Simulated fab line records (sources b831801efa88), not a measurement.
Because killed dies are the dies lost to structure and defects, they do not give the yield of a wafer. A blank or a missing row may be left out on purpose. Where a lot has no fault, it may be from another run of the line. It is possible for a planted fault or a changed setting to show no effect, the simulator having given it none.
fab line records + flow sky130
record:
- lots: 5
- wafers: 15
- last-day: 50
route steps=708 shown RES_PROTECT@206 POLY_GATE@213 LDD_N@237 LDD_LDN@303 POLY_CUT@318 PAD_OPEN@708
lots with no fault: from the same line, run without faults
start-h: hours from the record's opening day to when the first of the lot's shown wafers began + wait-h: hours elapsed since this lot's preceding step + " as in the row above + L1.1+2: one row covering several wafers at once + - value missing, or start not given + * or withheld: withheld + < > ~ a bound
route shown NAME@n: NAME is a module with steps in the file, n the number in the route of the first one + usual: the fault-free wafers' mean and standard deviation + same: alike in all rows + chamber/n: place in a boat + sites: the reading at each site + _std_site: standard deviation across them + _edge_site: mean of outer sites minus mean of inner sites + radius-mm: for every site, how far away it sits from the centre of the wafer + mask NAME#n: copy n + behind: the most recent tool/chamber to have shaped the wafer + hold: cause of the lot's hold/its duration in hours/its outcome + device: the transistor (n, p or np) that didn't switch + end of line: the same wafers' tests at the end of the route + for a step that has no rows: nothing shown but its recipe + killed: not the wafer's yield, but the dies lost to structure and defects at the first sort + map: per-die view of a wafer (x killed, . not killed, _ where there is no die)
set.NAME: the setting the step ran with; set.NAME@STEP: the setting that earlier step ran with + model.NAME: the simulator's own value behind a step, which no gauge read
lots seen at some steps along the route; tables by step, rows by wafer
services: the hour from which a tool's chamber was out of use, counted from the record's first day as start-h (under 0 if before that day), plus the number of hours and why
== steps ==
step: SKY_RES_PROTECT_DEHYDRATE_00
recipe:
- temp-c: 200
- time-s: 60
step: SKY_RES_PROTECT_HMDS_01
recipe:
- prime-time-s: 60
- prime-temp-c: 120
step: SKY_RES_PROTECT_COAT_02
recipe:
- resist: NOVOLAK
- spin-rpm: 3000
- resist-thk-nm: 1140
step: SKY_RES_PROTECT_SOFTBAKE_03
recipe:
- temp-c: 90
- time-s: 60
- resist: NOVOLAK
step: SKY_RES_PROTECT_EXPOSE_04
recipe:
- mask-id: RPM
- na: 0.6
- source-shape: conventional
- sigma-outer: 0.6
- polarization: unpolarized
- target-cd-nm: 1270
- dose-mj: 131
step: SKY_RES_PROTECT_PEB_05
recipe:
- temp-c: withheld
- time-s: *
- resist: NOVOLAK
step: SKY_RES_PROTECT_DEVELOP_06
recipe:
- resist: NOVOLAK
- developer: TMAH
- develop-time-s: 60
- dev-temp-c: 23
step: SKY_POLY_GATE_IMPLANT_02
recipe:
- species: P
- energy-kev: 30
- dose-cm2: 7.7e+15
- tilt-deg: 0
step: SKY_RES_PROTECT_STRIP_07
recipe:
- chemistry: O2/N2
- power-w: 1400
- pressure-mtorr: 1500
- platen-temp-c: withheld
- o2-flow-sccm: 3000
- n2-flow-sccm: 300
- overash-fraction: 0.5
step: SKY_RES_PROTECT_CLEAN_09
recipe:
- chemistry: SC1/SC2
- mix: 1:4:20
- temp-c: 70
- time-s: 150
- dry: n2-spin
step: SKY_POLY_GATE_CVD_03
recipe:
- material: Si3N4
- precursor: DCS/NH3
- target-thk-nm: 75
- temp-c: 770
- time-s: 1290
- pressure-mtorr: 250
| lot.wafer | tool     | chamber | start-h | wait-h | model.Si3N4_of_POLY_GATE_CVD_03.thk-nm |
|-----------|----------|---------|---------|--------|----------------------------------------|
| L483.2    | lpcvd-02 | 1       | 429.79  | 0.5    | 114.8                                  |
| L483.5    | "        | 1       | "       | "      | 115.2                                  |
| L483.6    | "        | 1       | "       | "      | 115.6                                  |
| L482.1    | lpcvd-02 | 0       | 431.16  | 0.0    | 114.5                                  |
| L482.5    | "        | 0       | "       | "      | 114.8                                  |
| L482.6    | "        | 0       | "       | "      | 114.7                                  |
| L484.2    | lpcvd-02 | 0       | 440.29  | 1.0    | 115.6                                  |
| L484.3    | "        | 0       | "       | "      | 115.8                                  |
| L484.5    | "        | 0       | "       | "      | 115.5                                  |
| L493.3    | lpcvd-02 | 0       | 536.59  | 0.0    | 74.66                                  |
| L493.5    | "        | 0       | "       | "      | 73.94                                  |
| L493.6    | "        | 0       | "       | "      | 74.95                                  |
| L494.4    | lpcvd-02 | 1       | 545.75  | 2.9    | 73.55                                  |
| L494.5    | "        | 1       | "       | "      | 73.75                                  |
| L494.6    | "        | 1       | "       | "      | 73.62                                  |
step: SKY_POLY_GATE_THK_MEAS_04
recipe:
- reads: Si3N4_of_POLY_GATE_CVD_03
usual:
- POLY_GATE_CVD_03_THK: 75.0/0.7
| lot.wafer | tool          | chamber | start-h | wait-h | POLY_GATE_CVD_03_THK[nm] |
|-----------|---------------|---------|---------|--------|--------------------------|
| L483.2    | film-metro-04 | -       | 431.16  | 0.0    | 114.9                    |
| L483.5    | "             | -       | "       | "      | 115.2                    |
| L483.6    | "             | -       | "       | "      | 115.5                    |
| L482.1    | film-metro-02 | -       | 432.52  | 0.0    | 114.6                    |
| L482.5    | "             | -       | "       | "      | 114.8                    |
| L482.6    | "             | -       | "       | "      | 114.6                    |
| L484.2    | film-metro-02 | -       | 441.65  | 0.0    | 115.5                    |
| L484.3    | "             | -       | "       | "      | 115.8                    |
| L484.5    | "             | -       | "       | "      | 115.4                    |
| L493.3    | film-metro-03 | -       | 538.65  | 0.0    | 74.7                     |
| L493.5    | "             | -       | "       | "      | 74.0                     |
| L493.6    | "             | -       | "       | "      | 75.0                     |
| L494.4    | film-metro-04 | -       | 547.81  | 0.0    | 73.5                     |
| L494.5    | "             | -       | "       | "      | 73.7                     |
| L494.6    | "             | -       | "       | "      | 73.6                     |
step: SKY_POLY_GATE_DEHYDRATE_05
recipe:
- temp-c: 200
- time-s: 60
step: SKY_POLY_GATE_HMDS_06
recipe:
- prime-time-s: 60
- prime-temp-c: 120
step: SKY_POLY_GATE_COAT_07
recipe:
- resist: BARC
- temp-c: withheld
- time-s: withheld
- spin-rpm: 3000
- resist-thk-nm: 110
step: SKY_POLY_GATE_COAT_08
recipe:
- resist: KrF-thick
- spin-rpm: 3000
- resist-thk-nm: 450
step: SKY_POLY_GATE_SOFTBAKE_09
recipe:
- temp-c: 100
- time-s: 90
- resist: KrF-thick
step: SKY_POLY_GATE_EXPOSE_10
recipe:
- mask-id: P1M
- na: 0.68
- source-shape: conventional
- sigma-outer: 0.6
- target-cd-nm: 150
- dose-mj: 28
step: SKY_POLY_GATE_PEB_11
recipe:
- peb-temp-c: withheld
- peb-time-s: withheld
- resist: KrF-thick
step: SKY_POLY_GATE_DEVELOP_12
recipe:
- develop-time-s: 60
- resist: KrF-thick
- dev-temp-c: 21
step: SKY_POLY_GATE_ETCH_15
recipe:
- chemistry: N2/H2
- target: BARC
- ion-energy-ev: 200
- source-w: 500
- bias-w: 100
- pressure-mtorr: 30
- n2-flow-sccm: 100
- h2-flow-sccm: 200
- stop-on: SiO2
- time-s: 118.5
- target-depth-a: 1100
step: SKY_POLY_GATE_ETCH_16
recipe:
- stop-on: poly-Si
- chemistry: CH3F/O2
- target: Si3N4
- source-w: 400
- bias-w: 80
- pressure-mtorr: 25
- ch3f-flow-sccm: 40
- O2_flow_sccm: 30
- time-s: 147.5
- target-depth-a: 750
usual:
- drypump-motor-current-A: 5.5/0.52
- oes-product-au: 0.640/0.0051
- throttle-valve-pct: 10.535/0.0092
| lot.wafer | tool        | chamber | start-h | wait-h | drypump-motor-current-A | oes-product-au | rf-hours-counter-h | throttle-valve-pct | model.etch.depth-nm |
|-----------|-------------|---------|---------|--------|-------------------------|----------------|--------------------|--------------------|---------------------|
| L483.2    | rie-diel-03 | 2       | 462.06  | 0.0    | 6.6                     | 0.787          | 3                  | 10.550             | 114.8               |
| L483.5    | "           | 0       | "       | "      | 5.6                     | 0.783          | -                  | 10.554             | 115.2               |
| L483.6    | "           | 3       | "       | "      | 5.4                     | 0.783          | -                  | 10.546             | 115.6               |
| L482.1    | rie-diel-04 | 3       | 463.42  | 0.0    | 5.1                     | 0.776          | 99                 | 10.548             | 114.5               |
| L482.5    | "           | 0       | "       | "      | 5.0                     | 0.780          | -                  | 10.561             | 114.8               |
| L482.6    | "           | 1       | "       | "      | 6.0                     | 0.775          | -                  | 10.542             | 114.7               |
| L484.2    | rie-diel-03 | 0       | 472.71  | 0.0    | 5.6                     | 0.787          | 42                 | 10.564             | 115.6               |
| L484.3    | "           | 3       | "       | "      | 5.4                     | 0.778          | 1                  | 10.540             | 115.8               |
| L484.5    | "           | 3       | "       | "      | 5.4                     | 0.782          | -                  | 10.548             | 115.5               |
| L493.3    | rie-diel-04 | 1       | 569.17  | 0.0    | 6.0                     | 0.637          | 15                 | 10.541             | 74.66               |
| L493.5    | "           | 1       | "       | "      | 6.0                     | 0.642          | -                  | 10.521             | 73.94               |
| L493.6    | "           | 2       | "       | "      | 5.2                     | 0.636          | -                  | 10.534             | 74.95               |
| L494.4    | rie-diel-04 | 2       | 577.51  | 0.0    | 5.2                     | 0.640          | 3                  | 10.524             | 73.55               |
| L494.5    | "           | 2       | "       | "      | 5.2                     | 0.639          | -                  | 10.541             | 73.75               |
| L494.6    | "           | 3       | "       | "      | 5.2                     | 0.640          | -                  | 10.529             | 73.62               |
step: SKY_POLY_GATE_ETCH_17
recipe:
- target-depth-nm: 180
- stop-on: SiO2
- over-etch-frac: 0.56667
- chemistry: HBr/Cl2
- target: poly-Si
- icp-w: 400
- bias-w: 100
- pressure-mtorr: 10
- HBr_flow_sccm: 150
- Cl2_flow_sccm: 50
- time-s: 70.5
step: SKY_POLY_GATE_STRIP_18
recipe:
- chemistry: O2/N2
- power-w: 1400
- pressure-mtorr: 1500
- platen-temp-c: withheld
- o2-flow-sccm: 3000
- n2-flow-sccm: 300
- overash-fraction: 0.5
step: SKY_POLY_GATE_CLEAN_19
recipe:
- chemistry: SC1/SC2
- mix: 1:4:20
- temp-c: 70
- time-s: 150
- dry: n2-spin
step: SKY_POLY_GATE_OXIDATION_20
recipe:
- temp-c: 850
- ambient: O2
- stabilise-s: 600
- purge-s: 300
- target-thk-a: 40
- ox-time-s: 899
step: SKY_LDD_N_DEHYDRATE_00
recipe:
- temp-c: 200
- time-s: 60
step: SKY_LDD_N_HMDS_01
recipe:
- prime-time-s: 60
- prime-temp-c: 120
step: SKY_LDD_N_COAT_02
recipe:
- resist: NOVOLAK
- spin-rpm: 3000
- resist-thk-nm: 300
step: SKY_LDD_N_SOFTBAKE_03
recipe:
- temp-c: 90
- time-s: 60
- resist: NOVOLAK
step: SKY_LDD_N_EXPOSE_04
recipe:
- mask-id: NTM
- target-cd-nm: 840
- na: 0.6
- source-shape: conventional
- sigma-outer: 0.6
- dose-mj: 110
step: SKY_LDD_N_PEB_05
recipe:
- temp-c: withheld
- time-s: *
- resist: NOVOLAK
step: SKY_LDD_N_DEVELOP_06
recipe:
- develop-time-s: 60
- dev-temp-c: 23
step: SKY_LDD_N_IMPLANT_08
recipe:
- species: As
- energy-kev: 20
- dose-cm2: 7.5e+13
- tilt-deg: withheld
- rotation-deg: 23
step: SKY_LDD_N_IMPLANT_09
recipe:
- species: As
- energy-kev: 20
- dose-cm2: 7.5e+13
- tilt-deg: withheld
- rotation-deg: 113
step: SKY_LDD_LDN_CLEAN_14
recipe:
- chemistry: SC1/SC2
- mix: 1:4:20
- temp-c: 70
- time-s: 150
- dry: n2-spin
| lot.wafer | tool         | chamber | start-h | wait-h | model.Si3N4_of_POLY_GATE_CVD_03.thk-nm |
|-----------|--------------|---------|---------|--------|----------------------------------------|
| L483.2    | wet-bench-01 | 0       | 613.88  | 0.0    | 114.7                                  |
| L483.5    | "            | 0       | "       | "      | 115.1                                  |
| L483.6    | "            | 0       | "       | "      | 115.4                                  |
| L482.1    | wet-bench-03 | 1       | 616.22  | 0.1    | 114.3                                  |
| L482.5    | "            | 1       | "       | "      | 114.6                                  |
| L482.6    | "            | 1       | "       | "      | 114.5                                  |
| L484.2    | wet-bench-03 | 0       | 623.32  | 0.0    | 115.5                                  |
| L484.3    | "            | 0       | "       | "      | 115.6                                  |
| L484.5    | "            | 0       | "       | "      | 115.3                                  |
| L493.3    | wet-bench-02 | 2       | 717.18  | 0.0    | 74.52                                  |
| L493.5    | "            | 2       | "       | "      | 73.8                                   |
| L493.6    | "            | 2       | "       | "      | 74.81                                  |
| L494.4    | wet-bench-02 | 1       | 723.18  | 0.0    | 73.41                                  |
| L494.5    | "            | 1       | "       | "      | 73.61                                  |
| L494.6    | "            | 1       | "       | "      | 73.49                                  |
step: SKY_POLY_CUT_ETCH_11
recipe:
- target: Si3N4
- chemistry: CF4/CH2F2/Ar
- stop-on: poly-Si
- source-w: 600
- bias-w: 150
- pressure-mtorr: 40
- cf4-flow-sccm: 40
- ch2f2-flow-sccm: 20
- Ar_flow_sccm: 150
- time-s: 42.5
- target-depth-a: 600
usual:
- ch2f2-flow-sccm: 20.01/0.059
- drypump-motor-current-A: 5.6/0.52
- oes-product-au: 0.828/0.0063
- throttle-valve-pct: 14.995/0.0086
| lot.wafer | tool        | chamber | start-h | wait-h | ch2f2-flow-sccm | drypump-motor-current-A | oes-product-au | rf-hours-counter-h | throttle-valve-pct | model.etch.depth-nm | model.POLY_CUT.feature-depth-nm |
|-----------|-------------|---------|---------|--------|-----------------|-------------------------|----------------|--------------------|--------------------|---------------------|---------------------------------|
| L483.2    | rie-diel-02 | 1       | 644.51  | 0.0    | 20.00           | 5.6                     | 0.991          | 5                  | 15.010             | 84.02               | 84.02                           |
| L483.5    | "           | 3       | "       | "      | 20.04           | 5.7                     | 1.016          | -                  | 15.017             | 85.77               | 85.77                           |
| L483.6    | "           | 2       | "       | "      | 20.07           | 6.3                     | 0.992          | -                  | 15.004             | 84.15               | 84.15                           |
| L482.1    | rie-diel-02 | 1       | 647.93  | 0.0    | 20.05           | 5.6                     | 1.013          | 5                  | 15.020             | 85.36               | 85.36                           |
| L482.5    | "           | 1       | "       | "      | 20.10           | 5.6                     | 1.006          | -                  | 15.008             | 84.89               | 84.89                           |
| L482.6    | "           | 0       | "       | "      | 19.97           | 6.3                     | 1.012          | -                  | 15.022             | 86.9                | 86.9                            |
| L484.2    | rie-diel-02 | 3       | 653.82  | 0.0    | 19.99           | 5.7                     | 1.009          | 3                  | 15.011             | 85.39               | 85.39                           |
| L484.3    | "           | 2       | "       | "      | 19.99           | 6.3                     | 0.991          | 7                  | 15.024             | 83.67               | 83.67                           |
| L484.5    | "           | 2       | "       | "      | 19.93           | 6.2                     | 0.993          | -                  | 15.009             | 83.98               | 83.98                           |
| L493.3    | rie-diel-01 | 1       | 746.33  | 0.0    | 20.01           | 6.0                     | 0.825          | 4                  | 14.980             | 61.63               | 61.63                           |
| L493.5    | "           | 1       | "       | "      | 20.00           | 6.1                     | 0.818          | -                  | 14.995             | 61.08               | 61.08                           |
| L493.6    | "           | 0       | "       | "      | 19.98           | 4.8                     | 0.826          | -                  | 14.989             | 61.81               | 61.81                           |
| L494.4    | rie-diel-02 | 3       | 752.88  | 0.0    | 20.13           | 5.7                     | 0.819          | 6                  | 14.997             | 60.61               | 60.61                           |
| L494.5    | "           | 3       | "       | "      | 20.02           | 5.7                     | 0.818          | -                  | 14.994             | 60.77               | 60.77                           |
| L494.6    | "           | 0       | "       | "      | 20.01           | 6.3                     | 0.814          | -                  | 14.983             | 60.59               | 60.59                           |
step: SKY_PAD_OPEN_PROBE_99
usual:
- killed_at_M0_to_M3: 44/7
- killed_at_M4_up: 3.0/1.9
- killed-at-contacts: 24/5.4
- killed-at-front-end: 15/4.6
- killed-at-other: 0.3/0.5
- killed-dies: 87/10
- killed-on-rim: 17/3.5
- killed-open: 47/7
- killed-short: 40/6.2
same:
- gross-dies: 492
- killed-at-back-side: 0
| lot.wafer | tool      | chamber | start-h | wait-h | killed_at_M0_to_M3 | killed_at_M4_up | killed-at-contacts | killed-at-front-end | killed-at-other | killed-dies | killed-on-rim | killed-open | killed-short |
|-----------|-----------|---------|---------|--------|--------------------|-----------------|--------------------|---------------------|-----------------|-------------|---------------|-------------|--------------|
| L483.2    | prober-02 | -       | 1131.10 | 0.1    | 44                 | 1               | 24                 | 423                 | 0               | 492         | 96            | 51          | 35           |
| L483.5    | prober-02 | -       | 1131.25 | 0.2    | 48                 | 6               | 24                 | 414                 | 0               | 492         | 96            | 47          | 45           |
| L483.6    | prober-02 | -       | 1131.30 | 0.2    | 36                 | 1               | 34                 | 420                 | 1               | 492         | 96            | 51          | 39           |
| L482.1    | prober-01 | -       | 1138.62 | 0.1    | 41                 | 4               | 30                 | 417                 | 0               | 492         | 96            | 45          | 43           |
| L482.5    | prober-01 | -       | 1138.82 | 0.2    | 46                 | 3               | 30                 | 413                 | 0               | 492         | 96            | 51          | 41           |
| L482.6    | prober-01 | -       | 1138.87 | 0.2    | 50                 | 2               | 29                 | 410                 | 1               | 492         | 96            | 50          | 41           |
| L484.2    | prober-02 | -       | 1140.70 | 0.1    | 37                 | 3               | 25                 | 427                 | 0               | 492         | 96            | 47          | 37           |
| L484.3    | prober-02 | -       | 1140.75 | 0.2    | 48                 | 4               | 26                 | 414                 | 0               | 492         | 96            | 62          | 42           |
| L484.5    | prober-02 | -       | 1140.85 | 0.2    | 48                 | 4               | 19                 | 421                 | 0               | 492         | 96            | 50          | 50           |
| L494.4    | prober-02 | -       | 1201.68 | 0.2    | 42                 | 3               | 23                 | 11                  | 0               | 79          | 11            | 49          | 30           |
| L494.5    | prober-02 | -       | 1201.73 | 0.2    | 44                 | 2               | 28                 | 15                  | 1               | 90          | 20            | 41          | 49           |
| L494.6    | prober-02 | -       | 1201.78 | 0.2    | 35                 | 2               | 20                 | 11                  | 1               | 69          | 14            | 36          | 33           |
killed by level:class
L483.2 POLY_CUT:area-etch=406 VIA1:geometric-particle:open=13 VIA3:geometric-particle:open=8 CONTACT:geometric-particle:open=7 VIA1:geometric-particle:short=6 FIELD_ISO:geometric-particle:open=5 VIA2:geometric-particle:open=5 LOCAL_INTERCONNECT:geometric-particle:short=5
L483.5 POLY_CUT:area-etch=400 VIA1:geometric-particle:open=16 CONTACT:geometric-particle:open=8 VIA1:geometric-particle:short=8 METAL2:geometric-particle:short=6 POLY_GATE:geometric-particle:short=5 LOCAL_INTERCONNECT:geometric-particle:short=5 LI_CONTACT:geometric-particle:open=4
L483.6 POLY_CUT:area-etch=402 CONTACT:geometric-particle:open=18 VIA1:geometric-particle:open=11 FIELD_ISO:geometric-particle:short=8 LI_CONTACT:geometric-particle:open=6 CONTACT:geometric-particle:short=6 VIA1:geometric-particle:short=5 FIELD_ISO:geometric-particle:open=4
L482.1 POLY_CUT:area-etch=404 CONTACT:geometric-particle:open=12 VIA1:geometric-particle:open=7 CONTACT:geometric-particle:short=6 VIA3:geometric-particle:open=6 POLY_GATE:geometric-particle:open=5 LI_CONTACT:geometric-particle:open=5 METAL1:geometric-particle:short=5
L482.5 POLY_CUT:area-etch=400 VIA1:geometric-particle:open=11 CONTACT:geometric-particle:open=9 METAL1:geometric-particle:short=9 POLY_GATE:geometric-particle:open=7 LI_CONTACT:geometric-particle:open=7 LOCAL_INTERCONNECT:geometric-particle:short=5 CONTACT:geometric-particle:short=5
L482.6 POLY_CUT:area-etch=401 CONTACT:geometric-particle:open=12 VIA3:geometric-particle:open=9 VIA1:geometric-particle:open=8 LI_CONTACT:geometric-particle:open=7 METAL1:geometric-particle:short=7 CONTACT:geometric-particle:short=6 VIA1:geometric-particle:short=6
L484.2 POLY_CUT:area-etch=408 CONTACT:geometric-particle:open=9 VIA1:geometric-particle:open=8 CONTACT:geometric-particle:short=6 VIA2:geometric-particle:open=6 VIA3:geometric-particle:open=5 FIELD_ISO:geometric-particle:short=4 POLY_GATE:geometric-particle:short=4
L484.3 POLY_CUT:area-etch=388 VIA1:geometric-particle:open=12 VIA2:geometric-particle:open=9 LI_CONTACT:geometric-particle:open=8 CONTACT:geometric-particle:open=8 POLY_GATE:geometric-particle:open=6 POLY_GATE:geometric-particle:short=6 FIELD_ISO:geometric-particle:open=5
L484.5 POLY_CUT:area-etch=392 VIA1:geometric-particle:open=10 CONTACT:geometric-particle:open=8 FIELD_ISO:geometric-particle:short=7 VIA3:geometric-particle:open=7 POLY_GATE:geometric-particle:open=6 VIA1:geometric-particle:short=6 VIA2:geometric-particle:short=6
L494.4 VIA1:geometric-particle:open=11 LOCAL_INTERCONNECT:geometric-particle:short=7 VIA3:geometric-particle:open=7 VIA2:geometric-particle:open=6 CONTACT:geometric-particle:open=6 METAL2:geometric-particle:short=6 LI_CONTACT:geometric-particle:open=5 FIELD_ISO:geometric-particle:short=3
L494.5 VIA1:geometric-particle:open=11 CONTACT:geometric-particle:short=9 CONTACT:geometric-particle:open=7 VIA2:geometric-particle:open=6 METAL2:geometric-particle:short=6 LOCAL_INTERCONNECT:geometric-particle:short=5 VIA1:geometric-particle:short=5 FIELD_ISO:geometric-particle:short=4
L494.6 CONTACT:geometric-particle:open=9 VIA1:geometric-particle:open=7 VIA2:geometric-particle:open=7 METAL1:geometric-particle:short=5 VIA3:geometric-particle:short=5 LI_CONTACT:geometric-particle:open=4 LOCAL_INTERCONNECT:geometric-particle:short=4 VIA2:geometric-particle:short=4
map L482.1 (x killed, . not)
__________xxxxxxxxxx_________
________xxxxxxxxxxxxxx_______
______xxxxxxxxxxxxxxxxxx_____
_____xxxxxxxxxxxxxxxxxxxx____
____xxxxxxxxxxxxxxxxxxxxxx___
___xxxxxxxxxxxxxxxxxxxxxxxx__
__xxxxxxxxxxxxxxxxxxxxxxxxxx_
_xxxxxxxxxxxxxxxxxxxxxxxxxxxx
_xxxxxxxxxxxxxxxxxxxxxxxxxxxx
_xxxxxxxxxxxxxxxxxxxxxxxxxxxx
_xxxxxxxxxxxxxxxxxxxxxxxxxxxx
_xxxxxxxxxxxxxxxxxxxxxxxxxxxx
_xxxxxxxxxxxxxxxxxxxxxxxxxxxx
_xxxxxxxxxxxxxxxxxxxxxxxxxxxx
_xxxxxxxxxxxxxxxxxxxxxxxxxxxx
__xxxxxxxxxxxxxxxxxxxxxxxxxx_
___xxxxxxxxxxxxxxxxxxxxxxxx__
____xxxxxxxxxxxxxxxxxxxxxx___
_____xxxxxxxxxxxxxxxxxxxx____
______xxxxxxxxxxxxxxxxxx_____
________xxxxxxxxxxxxxx_______
__________xxxxxxxxxx_________
map L483.2 (x killed, . not)
__________xxxxxxxxxx_________
________xxxxxxxxxxxxxx_______
______xxxxxxxxxxxxxxxxxx_____
_____xxxxxxxxxxxxxxxxxxxx____
____xxxxxxxxxxxxxxxxxxxxxx___
___xxxxxxxxxxxxxxxxxxxxxxxx__
__xxxxxxxxxxxxxxxxxxxxxxxxxx_
_xxxxxxxxxxxxxxxxxxxxxxxxxxxx
_xxxxxxxxxxxxxxxxxxxxxxxxxxxx
_xxxxxxxxxxxxxxxxxxxxxxxxxxxx
_xxxxxxxxxxxxxxxxxxxxxxxxxxxx
_xxxxxxxxxxxxxxxxxxxxxxxxxxxx
_xxxxxxxxxxxxxxxxxxxxxxxxxxxx
_xxxxxxxxxxxxxxxxxxxxxxxxxxxx
_xxxxxxxxxxxxxxxxxxxxxxxxxxxx
__xxxxxxxxxxxxxxxxxxxxxxxxxx_
___xxxxxxxxxxxxxxxxxxxxxxxx__
____xxxxxxxxxxxxxxxxxxxxxx___
_____xxxxxxxxxxxxxxxxxxxx____
______xxxxxxxxxxxxxxxxxx_____
________xxxxxxxxxxxxxx_______
__________xxxxxxxxxx_________
== services ==
| tool         | chamber | start-h | hours | kind   |
|--------------|---------|---------|-------|--------|
| rie-diel-02  | 3       | 428.64  | 23.1  | repair |
| rie-diel-03  | 1       | 462.33  | 10.2  | repair |
| rie-diel-03  | 3       | 474.51  | 3.1   | repair |
| rie-diel-02  | -       | 482.50  | 2.8   | pm     |
| rie-diel-04  | 3       | 511.64  | 5.1   | repair |
| rie-diel-02  | -       | 533.76  | 14.6  | pm     |
| rie-diel-03  | -       | 539.30  | 0.3   | repair |
| rie-diel-03  | -       | 565.25  | 14.6  | pm     |
| rie-diel-03  | 2       | 586.09  | 4.4   | repair |
| rie-diel-03  | 0       | 589.36  | 5.6   | repair |
| rie-diel-04  | 2       | 610.10  | 13.1  | repair |
| rie-diel-02  | -       | 627.10  | 0.3   | repair |
| rie-diel-04  | 0       | 643.15  | 6.1   | repair |
| rie-diel-03  | -       | 644.35  | 2.8   | pm     |
| wet-bench-02 | -       | 659.29  | 18.6  | repair |
| rie-diel-04  | 3       | 665.45  | 4.1   | repair |
| wet-bench-03 | -       | 669.27  | 1.6   | repair |
| rie-diel-03  | 3       | 673.39  | 11.8  | repair |
| rie-diel-02  | 2       | 678.01  | 7.1   | repair |
| rie-diel-03  | 0       | 705.10  | 8.4   | repair |
| rie-diel-04  | -       | 721.22  | 2.8   | pm     |
| rie-diel-04  | 2       | 744.06  | 7.8   | repair |
| rie-diel-02  | -       | 745.81  | 1.6   | repair |
| lpcvd-02     | -       | 751.54  | 4.3   | pm     |
== key ==
first-sign:
- step: SKY_POLY_GATE_THK_MEAS_04
- reading: POLY_GATE_CVD_03_THK
- direction: up
- sigmas: 58
- usual: 75.0
- struck: 115.1
effect:
- step: SKY_POLY_GATE_ETCH_16
- reading: oes-product-au
- direction: up
- sigmas: 28
- usual: 0.640
- struck: 0.781
effect:
- step: SKY_POLY_CUT_ETCH_11
- reading: oes-product-au
- direction: up
- sigmas: 28
- usual: 0.828
- struck: 1.002
effect:
- step: SKY_PAD_OPEN_PROBE_99
- reading: killed-at-front-end
- direction: up
- sigmas: 87
- usual: 15
- struck: 418
model-effect:
- step: SKY_POLY_GATE_CVD_03
- value: Si3N4_of_POLY_GATE_CVD_03.thk-nm
- without: 74.74
- struck: 115.1
model-effect:
- step: SKY_POLY_GATE_ETCH_16
- value: etch.depth-nm
- without: 74.74
- struck: 115.1
model-effect:
- step: SKY_LDD_LDN_CLEAN_14
- value: Si3N4_of_POLY_GATE_CVD_03.thk-nm
- without: 74.6
- struck: 115
model-effect:
- step: SKY_POLY_CUT_ETCH_11
- value: etch.depth-nm
- without: 61.67
- struck: 84.9
more-kills-born-at:
- SKY_POLY_CUT_ETCH_11@rie-diel-02: 3601
met-at SKY_POLY_GATE_CVD_03
struck-wafers L482.1,L482.5,L482.6,L483.2,L483.5,L483.6,L484.2,L484.3,L484.5
later-rows-left-out L482.1,L482.5,L482.6,L483.2,L483.5,L483.6,L484.2,L484.3,L484.5
tester-left-out L482,L483,L484
fault:
- kind: process-parameter-drift
- tool: lpcvd-02
- chamber: -
- onset-h: 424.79
- steps: SKY_POLY_GATE_CVD_03
- channel: target-thk-nm
- offset: 40.414
- shape: step
- end-h: 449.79
- acts-in: these-recipes-only
- stated: 75
tester-left-out: of these lots the tester's yield and bins aren't shown, on N5 and GAA mostly nor the transistor test; their killed dies are dies lost to structure and defects alone, not to doping, threshold or leakage, so they don't give the yield
later-rows-left-out: the simulator's readings of these wafers behind a module that went badly wrong aren't trusted and aren't shown, but for the sort
